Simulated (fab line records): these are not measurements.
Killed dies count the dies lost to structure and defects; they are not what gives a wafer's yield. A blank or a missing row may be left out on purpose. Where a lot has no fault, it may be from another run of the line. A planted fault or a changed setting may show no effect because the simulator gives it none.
Tool commonality check / flow gf180mcu / Sample size 14 lots and 42 wafers

== WHY IT WAS OPENED ==
Of 14 lots, 2 have the reading V1_CVD_02_THK flagged at GF_V1_THK_MEAS_03. Wafers without a fault read 852 nm, standard deviation 12.
Rule: a lot gets a flag if all its wafers with a number sit over 4 standard deviations from that mean, or if no wafer of it has a number. All remaining lots are regarded as sound.

lot=L960; measured=day 17 03:34; on=filmMetro-02; V1_CVD_02_THK (nm), wafer by wafer=853 847 868; flag=
lot=L961; measured=day 18 03:42; on=filmMetro-04; V1_CVD_02_THK (nm), wafer by wafer=831 833 861; flag=
lot=L964; measured=day 18 23:25; on=filmMetro-04; V1_CVD_02_THK (nm), wafer by wafer=850 848 864; flag=
lot=L965; measured=day 19 02:35; on=filmMetro-02; V1_CVD_02_THK (nm), wafer by wafer=835 848 852; flag=
lot=L966; measured=day 19 21:44; on=filmMetro-04; V1_CVD_02_THK (nm), wafer by wafer=833 833 856; flag=
lot=L967; measured=day 19 22:56; on=filmMetro-02; V1_CVD_02_THK (nm), wafer by wafer=833 831 853; flag=
lot=L968; measured=day 20 10:05; on=filmMetro-01; V1_CVD_02_THK (nm), wafer by wafer=955 973 968; flag=FLAGGED
lot=L969; measured=day 20 13:25; on=filmMetro-04; V1_CVD_02_THK (nm), wafer by wafer=958 948 958; flag=FLAGGED
lot=L977; measured=day 23 09:23; on=filmMetro-01; V1_CVD_02_THK (nm), wafer by wafer=862 871 861; flag=
lot=L978; measured=day 23 18:07; on=filmMetro-02; V1_CVD_02_THK (nm), wafer by wafer=853 857 861; flag=
lot=L979; measured=day 23 23:38; on=filmMetro-01; V1_CVD_02_THK (nm), wafer by wafer=854 876 868; flag=
lot=L980; measured=day 24 15:03; on=filmMetro-04; V1_CVD_02_THK (nm), wafer by wafer=842 867 847; flag=
lot=L981; measured=day 24 17:11; on=filmMetro-04; V1_CVD_02_THK (nm), wafer by wafer=823 832 849; flag=
lot=L983; measured=day 25 11:41; on=filmMetro-01; V1_CVD_02_THK (nm), wafer by wafer=836 850 872; flag=
Average over the flagged lots: 960 nm; offset from the usual +108 nm, equal to +9 standard deviations.

== WHICH TOOL EACH LOT WENT THROUGH ==
The record keeps 1 process step preceding the reading, out of 602 steps on the route. Cell contents, in order: the tool; ch with the chambers the sampled wafers went through; the start.
lot=L960; flag=; GF_V1_CVD_02=pecvd-03 ch 0,2, day 17 03:29
lot=L961; flag=; GF_V1_CVD_02=pecvd-04 ch 1,2, day 18 03:37
lot=L964; flag=; GF_V1_CVD_02=pecvd-01 ch 1,2, day 18 23:22
lot=L965; flag=; GF_V1_CVD_02=pecvd-03 ch 0,1, day 19 02:31
lot=L966; flag=; GF_V1_CVD_02=pecvd-04 ch 0,1,2, day 19 21:40
lot=L967; flag=; GF_V1_CVD_02=pecvd-03 ch 0,2, day 19 22:52
lot=L968; flag=FLAGGED; GF_V1_CVD_02=pecvd-03 ch 0,1,2, day 20 09:59
lot=L969; flag=FLAGGED; GF_V1_CVD_02=pecvd-03 ch 0,1,2, day 20 13:21
lot=L977; flag=; GF_V1_CVD_02=pecvd-01 ch 0,2, day 23 09:19
lot=L978; flag=; GF_V1_CVD_02=pecvd-01 ch 0,2, day 23 18:02
lot=L979; flag=; GF_V1_CVD_02=pecvd-01 ch 1,2, day 23 23:34
lot=L980; flag=; GF_V1_CVD_02=pecvd-03 ch 0,1,2, day 24 14:58
lot=L981; flag=; GF_V1_CVD_02=pecvd-04 ch 0,1, day 24 17:07
lot=L983; flag=; GF_V1_CVD_02=pecvd-04 ch 0,1,2, day 25 11:35
What the steps here do:
- GF_V1_CVD_02: deposits SiO2 from TEOS, target thk 850 nm, time 94.851 s.
- GF_V1_THK_MEAS_03

== FLAGGED OVER TOTAL, TOOL BY TOOL (the gauges that took the reading come last) ==
step=GF_V1_CVD_02; tool=pecvd-01; lots run=4; flagged=0; share of the flagged lots=none; sound lots run after its first flagged lot=-
step=GF_V1_CVD_02; tool=pecvd-03; lots run=6; flagged=2; share of the flagged lots=all; sound lots run after its first flagged lot=1 (L980)
step=GF_V1_CVD_02; tool=pecvd-04; lots run=4; flagged=0; share of the flagged lots=none; sound lots run after its first flagged lot=-
step=GF_V1_THK_MEAS_03; tool=filmMetro-01; lots run=4; flagged=1; share of the flagged lots=some; sound lots run after its first flagged lot=3 (L977,L979,L983)
step=GF_V1_THK_MEAS_03; tool=filmMetro-02; lots run=4; flagged=0; share of the flagged lots=none; sound lots run after its first flagged lot=-
step=GF_V1_THK_MEAS_03; tool=filmMetro-04; lots run=6; flagged=1; share of the flagged lots=some; sound lots run after its first flagged lot=2 (L980,L981)

== WHAT THE TABLE PERMITS ==
All flagged lots share 1 row of the table, namely pecvd-03 at GF_V1_CVD_02.
- pecvd-03 at GF_V1_CVD_02: 2 of its 6 lots flagged. Sound lots followed the first flagged one (L980) on it, something a lasting fault affecting the whole tool could not allow.
There is no row in the table that ran each flagged lot and no sound lot after the first.

== WHAT WAS PUT IN BY THE SIMULATOR ==
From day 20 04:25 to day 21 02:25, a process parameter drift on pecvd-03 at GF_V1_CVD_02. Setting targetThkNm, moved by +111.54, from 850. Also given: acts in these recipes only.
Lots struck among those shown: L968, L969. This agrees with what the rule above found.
